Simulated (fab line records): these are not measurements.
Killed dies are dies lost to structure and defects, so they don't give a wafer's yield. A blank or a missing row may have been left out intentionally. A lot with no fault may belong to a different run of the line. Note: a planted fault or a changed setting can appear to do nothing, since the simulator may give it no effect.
Which of the tools did it? || flow gf180mcu || 42 wafers from 14 lots sampled at 3 of the route's 602 steps

## WHAT EACH GAUGE READ, for each wafer
GF_SALICIDE_THK_MEAS_05: measures by xrf.
{"lot": "L355", "measured": "day 14 20:21", "on": "film_metro-04", "SALICIDE_TIN_THK (nm)": "19.76 19.47 19.73"}
{"lot": "L356", "measured": "day 15 06:16", "on": "film_metro-02", "SALICIDE_TIN_THK (nm)": "19.44 19.47 19.53"}
{"lot": "L357", "measured": "day 15 23:04", "on": "film_metro-04", "SALICIDE_TIN_THK (nm)": "20.27 19.79 19.93"}
{"lot": "L358", "measured": "day 16 10:55", "on": "film_metro-03", "SALICIDE_TIN_THK (nm)": "19.76 19.62 19.83"}
{"lot": "L361", "measured": "day 17 11:22", "on": "film_metro-04", "SALICIDE_TIN_THK (nm)": "19.66 19.66 19.77"}
{"lot": "L362", "measured": "day 18 02:16", "on": "film_metro-03", "SALICIDE_TIN_THK (nm)": "20.12 20.02 19.77"}
{"lot": "L363", "measured": "day 18 02:34", "on": "film_metro-02", "SALICIDE_TIN_THK (nm)": "20.18 20.61 19.94"}
{"lot": "L364", "measured": "day 18 07:29", "on": "film_metro-04", "SALICIDE_TIN_THK (nm)": "19.85 19.36 19.39"}
{"lot": "L366", "measured": "day 19 02:10", "on": "film_metro-04", "SALICIDE_TIN_THK (nm)": "19.78 19.50 19.52"}
{"lot": "L367", "measured": "day 19 13:58", "on": "film_metro-04", "SALICIDE_TIN_THK (nm)": "19.62 19.40 19.45"}
{"lot": "L368", "measured": "day 19 22:31", "on": "film_metro-02", "SALICIDE_TIN_THK (nm)": "19.30 19.46 19.45"}
{"lot": "L369", "measured": "day 20 04:48", "on": "film_metro-04", "SALICIDE_TIN_THK (nm)": "20.28 19.93 19.92"}
{"lot": "L375", "measured": "day 22 12:13", "on": "film_metro-02", "SALICIDE_TIN_THK (nm)": "20.18 19.72 20.37"}
{"lot": "L376", "measured": "day 22 18:41", "on": "film_metro-03", "SALICIDE_TIN_THK (nm)": "20.29 20.05 20.42"}

## WHAT TOOL EACH LOT RAN ON (gives the tool, then ch and the chambers of the sampled wafers, and finally the start)
{"lot": "L355", "GF_SALICIDE_SPUTTER_02": "pvd_sputter-02, day 14 20:10", "GF_SALICIDE_SPUTTER_03": "pvd_sputter-02, day 14 20:12"}
{"lot": "L356", "GF_SALICIDE_SPUTTER_02": "pvd_sputter-03, day 15 06:05", "GF_SALICIDE_SPUTTER_03": "pvd_sputter-03, day 15 06:07"}
{"lot": "L357", "GF_SALICIDE_SPUTTER_02": "pvd_sputter-01, day 15 22:53", "GF_SALICIDE_SPUTTER_03": "pvd_sputter-01, day 15 22:54"}
{"lot": "L358", "GF_SALICIDE_SPUTTER_02": "pvd_sputter-02, day 16 10:44", "GF_SALICIDE_SPUTTER_03": "pvd_sputter-02, day 16 10:46"}
{"lot": "L361", "GF_SALICIDE_SPUTTER_02": "pvd_sputter-03, day 17 11:11", "GF_SALICIDE_SPUTTER_03": "pvd_sputter-03, day 17 11:13"}
{"lot": "L362", "GF_SALICIDE_SPUTTER_02": "pvd_sputter-01, day 18 02:05", "GF_SALICIDE_SPUTTER_03": "pvd_sputter-01, day 18 02:07"}
{"lot": "L363", "GF_SALICIDE_SPUTTER_02": "pvd_sputter-02, day 18 02:23", "GF_SALICIDE_SPUTTER_03": "pvd_sputter-02, day 18 02:25"}
{"lot": "L364", "GF_SALICIDE_SPUTTER_02": "pvd_sputter-02, day 18 07:19", "GF_SALICIDE_SPUTTER_03": "pvd_sputter-02, day 18 07:20"}
{"lot": "L366", "GF_SALICIDE_SPUTTER_02": "pvd_sputter-03, day 19 02:00", "GF_SALICIDE_SPUTTER_03": "pvd_sputter-03, day 19 02:01"}
{"lot": "L367", "GF_SALICIDE_SPUTTER_02": "pvd_sputter-03, day 19 13:47", "GF_SALICIDE_SPUTTER_03": "pvd_sputter-03, day 19 13:49"}
{"lot": "L368", "GF_SALICIDE_SPUTTER_02": "pvd_sputter-02, day 19 22:19", "GF_SALICIDE_SPUTTER_03": "pvd_sputter-02, day 19 22:20"}
{"lot": "L369", "GF_SALICIDE_SPUTTER_02": "pvd_sputter-02, day 20 04:38", "GF_SALICIDE_SPUTTER_03": "pvd_sputter-02, day 20 04:40"}
{"lot": "L375", "GF_SALICIDE_SPUTTER_02": "pvd_sputter-02, day 22 12:02", "GF_SALICIDE_SPUTTER_03": "pvd_sputter-02, day 22 12:04"}
{"lot": "L376", "GF_SALICIDE_SPUTTER_02": "pvd_sputter-01, day 22 18:31", "GF_SALICIDE_SPUTTER_03": "pvd_sputter-01, day 22 18:32"}
- GF_SALICIDE_SPUTTER_02: material Co, target thk 10 nm, time 20 s.
- GF_SALICIDE_SPUTTER_03: material TiN, target thk 20 nm, time 16.7 s.

## WHAT THE TOOLS THEMSELVES READ (means of the sampled wafers that have a number; where no wafer has one, the mark that the record gives instead)
GF_SALICIDE_SPUTTER_02.
{"lot": "L355", "tool": "pvd_sputter-02", "throttle_valve_pct (%)": 29.5}
{"lot": "L356", "tool": "pvd_sputter-03", "throttle_valve_pct (%)": 29.9}
{"lot": "L357", "tool": "pvd_sputter-01", "throttle_valve_pct (%)": 28.5}
{"lot": "L358", "tool": "pvd_sputter-02", "throttle_valve_pct (%)": 29.7}
{"lot": "L361", "tool": "pvd_sputter-03", "throttle_valve_pct (%)": 29.3}
{"lot": "L362", "tool": "pvd_sputter-01", "throttle_valve_pct (%)": 28.8}
{"lot": "L363", "tool": "pvd_sputter-02", "throttle_valve_pct (%)": 29.2}
{"lot": "L364", "tool": "pvd_sputter-02", "throttle_valve_pct (%)": 29.4}
{"lot": "L366", "tool": "pvd_sputter-03", "throttle_valve_pct (%)": 29.6}
{"lot": "L367", "tool": "pvd_sputter-03", "throttle_valve_pct (%)": 29.9}
{"lot": "L368", "tool": "pvd_sputter-02", "throttle_valve_pct (%)": 29.3}
{"lot": "L369", "tool": "pvd_sputter-02", "throttle_valve_pct (%)": 29.1}
{"lot": "L375", "tool": "pvd_sputter-02", "throttle_valve_pct (%)": 29.4}
{"lot": "L376", "tool": "pvd_sputter-01", "throttle_valve_pct (%)": 29.5}

GF_SALICIDE_SPUTTER_03.
{"lot": "L355", "tool": "pvd_sputter-02", "throttle_valve_pct (%)": 29.5}
{"lot": "L356", "tool": "pvd_sputter-03", "throttle_valve_pct (%)": 29.8}
{"lot": "L357", "tool": "pvd_sputter-01", "throttle_valve_pct (%)": 28.4}
{"lot": "L358", "tool": "pvd_sputter-02", "throttle_valve_pct (%)": 29.8}
{"lot": "L361", "tool": "pvd_sputter-03", "throttle_valve_pct (%)": 29.4}
{"lot": "L362", "tool": "pvd_sputter-01", "throttle_valve_pct (%)": 28.9}
{"lot": "L363", "tool": "pvd_sputter-02", "throttle_valve_pct (%)": 29.2}
{"lot": "L364", "tool": "pvd_sputter-02", "throttle_valve_pct (%)": 29.3}
{"lot": "L366", "tool": "pvd_sputter-03", "throttle_valve_pct (%)": 29.6}
{"lot": "L367", "tool": "pvd_sputter-03", "throttle_valve_pct (%)": 30.0}
{"lot": "L368", "tool": "pvd_sputter-02", "throttle_valve_pct (%)": 29.2}
{"lot": "L369", "tool": "pvd_sputter-02", "throttle_valve_pct (%)": 29.1}
{"lot": "L375", "tool": "pvd_sputter-02", "throttle_valve_pct (%)": 29.5}
{"lot": "L376", "tool": "pvd_sputter-01", "throttle_valve_pct (%)": 29.5}

## THE ANSWER, worked out from the rows above alone
Rule: usual is defined by the lots themselves. Put in order of their means at a reading, lots are off if they are a third of the lots or fewer, leave a main group of 4 or more, and stand apart from it by a gap of 3 or more times the standard deviation of the main group's means; of several such gaps the widest counts. Not used: any main group whose means are identical at the precision the tables above print for the reading. A lot without any number at a reading at which 4 lots or more have one is off too. Where the step has rows for the other lots, those lots are counted as sound. First the gauges in route order, then the tools' own readings, where a lot's mean is used as printed above. At the first step where some lot is off, the reading lying furthest off is the one used; lots without a number count as furthest.
No lot is off on any of the readings shown, so nothing can be concluded from this.

## WHAT THE SIMULATOR HAD PUT IN
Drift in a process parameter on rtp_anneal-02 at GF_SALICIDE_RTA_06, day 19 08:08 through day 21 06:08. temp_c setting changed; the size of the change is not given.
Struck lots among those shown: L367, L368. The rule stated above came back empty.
